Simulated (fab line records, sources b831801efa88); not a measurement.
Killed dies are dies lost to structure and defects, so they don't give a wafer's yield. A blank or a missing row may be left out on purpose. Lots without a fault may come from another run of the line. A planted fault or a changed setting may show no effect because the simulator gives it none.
A struck lot beside a sound one | flow sfq_line | 14 steps out of a route of 325
Sound: wafers L995.2, L995.4, L995.6. Struck: wafer L988.1. (L988.3, L988.5 of the same lot were not struck and are left out.) The cause comes at the end.
At each step with rows: each side's tool, then ch and its chambers, then its first start. Under that, the readings that differ: sound wafers | struck wafers | difference of the means | sigmas: that difference in standard deviations of wafers without a fault.
alike: readings whose means differ by less than 2 such deviations, and words and numbers that are the same on both sides. not compared: withheld readings, readings that some wafer has no value for, bounds like >300 that may hide the same value, and numbers for which the record gives no deviation and whose values overlap.
The two part at a step that has a row with sigmas, a row that says differs or no value, or rows on one side only. Numbers that don't overlap but have no deviation are shown without sigmas and don't part them. A reading that every wafer of one side lacks parts them only if that side has two wafers or more.

first, 2 steps without rows for these wafers: SFQ_TRILAYER_I0_VIA_STRIP_SOLV_CLEAN_036 (cleans in NMP, time 600 s); SFQ_TRILAYER_M1_DEP_PRE_CLEAN_038 (time 22.5 s).
SFQ_TRILAYER_M1_DEP_SPUTTER_037: material Nb, target thk 200 nm, time 133.3 s.
  sound on pvd_sputter-05, day 14 05:44; struck on pvd_sputter-03, day 12 15:20
  alike: throttle_valve_pct
SFQ_M1_RS_MEAS_909: measures by four-point-probe.
  sound on film_metro-01, day 14 05:50; struck on film_metro-02, day 12 15:25
  alike: M1_NB_RS
then, 6 steps without rows for these wafers: SFQ_TRILAYER_M1_LITHO_COAT_044 (resist thk 62 nm); SFQ_TRILAYER_M1_LITHO_COAT_039 (resist thk 600 nm); SFQ_TRILAYER_M1_LITHO_SOFTBAKE_043; SFQ_TRILAYER_M1_LITHO_EXPOSE_040 (exposes mask M1, target cd 500 nm); SFQ_TRILAYER_M1_LITHO_PEB_042 (peb time 60 s); SFQ_TRILAYER_M1_LITHO_DEVELOP_041 (time 60 s).
-- the record jumps here: 5 days lie between the struck wafers' starts before and after --
SFQ_M1_OVL_MEAS_911:
  sound on overlay-01, day 19 13:29; struck on overlay-02, day 17 11:23
  reading     | sound    | struck | difference | sigmas
  M1_OVL (nm) | -9 -5 -3 | 4      | +10        | +2
SFQ_TRILAYER_M1_BARC_OPEN_METAL_ETCH_054: etches BARC in O2, target depth 125 nm, time 41.7 s.
  sound on rie_metal-02 ch 0,1, day 19 13:31; struck on rie_metal-04 ch 0, day 17 11:26
  reading                                             | sound           | struck | difference | sigmas
  drypump_motor_current_A (A)                         | 5.48 5.48 5.67  | 4.89   | -0.65      | -3
  model.KrF_of_TRILAYER_M1_LITHO_COAT_039.thk_nm (nm) | 521.4 525 522.4 | 533.2  | +10.3      |
  alike: oes_product_au
  not compared: rf_hours_counter_h
SFQ_TRILAYER_M1_ETCH_METAL_ETCH_042: etches Nb in Cl2/Ar, stops on SiO2, target depth 240 nm, time 120 s.
  sound on rie_metal-02 ch 0,1, day 19 13:35; struck on rie_metal-04 ch 0, day 17 11:29
  reading                                             | sound             | struck | difference | sigmas
  drypump_motor_current_A (A)                         | 5.47 5.46 5.67    | 4.88   | -0.65      | -3
  model.KrF_of_TRILAYER_M1_LITHO_COAT_039.thk_nm (nm) | 382.4 384.5 383.2 | 392.3  | +8.9       |
  alike: oes_product_au
  not compared: rf_hours_counter_h
SFQ_TRILAYER_M1_STRIP_STRIP_043: strips in O2.
  sound on rie_metal-02 ch 0,1, day 19 13:42; struck on rie_metal-04 ch 0, day 17 11:37
  reading                     | sound          | struck | difference | sigmas
  drypump_motor_current_A (A) | 5.49 5.47 5.71 | 4.87   | -0.69      | -3
  alike: oes_product_au
  not compared: rf_hours_counter_h

WHERE THEY PART
First at SFQ_M1_OVL_MEAS_911; last, within this record, at SFQ_TRILAYER_M1_STRIP_STRIP_043.

WHY: what the simulator had put in
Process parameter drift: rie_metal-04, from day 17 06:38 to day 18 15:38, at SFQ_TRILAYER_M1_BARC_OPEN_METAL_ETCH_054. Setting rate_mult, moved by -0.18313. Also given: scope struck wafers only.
